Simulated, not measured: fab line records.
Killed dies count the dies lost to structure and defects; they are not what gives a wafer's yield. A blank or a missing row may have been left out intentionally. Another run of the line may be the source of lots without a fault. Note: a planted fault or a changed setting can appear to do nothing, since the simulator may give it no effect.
Which tool was responsible? | flow sky130 | 7 lots (21 wafers sampled), 1 step of a 708-step route

WHAT THE GAUGES READ, wafer by wafer
SKY_SD_N_CD_MEAS_07: the cd target is 380 nm.
lot  | measured     | on        | cd-nm (nm)
L796 | day 27 22:49 | cd-sem-01 | 374.9 376.7 377.1
L799 | day 28 15:25 | cd-sem-01 | 379.4 379.8 379.0
L801 | day 29 14:37 | cd-sem-01 | 377.8 379.3 377.4
L804 | day 30 08:37 | cd-sem-02 | 377.5 376.5 377.7
L807 | day 31 15:23 | cd-sem-01 | 380.4 381.1 381.8
L813 | day 33 07:43 | cd-sem-01 | 380.6 380.7 379.9
L818 | day 35 19:01 | cd-sem-02 | 378.5 380.0 377.5

EACH LOT AND THE TOOL THAT RAN IT (in order: tool; ch and the chambers of the sampled wafers; start)
The record holds no process step before these readings.

THE ANSWER, worked out from the rows above alone
Rule: what is usual is taken from the lots themselves. Put in order of their means at a reading, lots are off if they are a third of the lots or fewer, leave a main group of 4 or more, and stand apart from it by a gap of 3 or more times the standard deviation of the main group's means; of several such gaps the widest counts. Not used: any main group whose means are identical at the precision the tables above print for the reading. Also off: a lot with no number at a reading for which 4 or more lots have one. All remaining lots with rows at the step are treated as sound.
No lot is off at any reading shown: from this, nothing can be told.

WHAT THE SIMULATOR HAD INSERTED
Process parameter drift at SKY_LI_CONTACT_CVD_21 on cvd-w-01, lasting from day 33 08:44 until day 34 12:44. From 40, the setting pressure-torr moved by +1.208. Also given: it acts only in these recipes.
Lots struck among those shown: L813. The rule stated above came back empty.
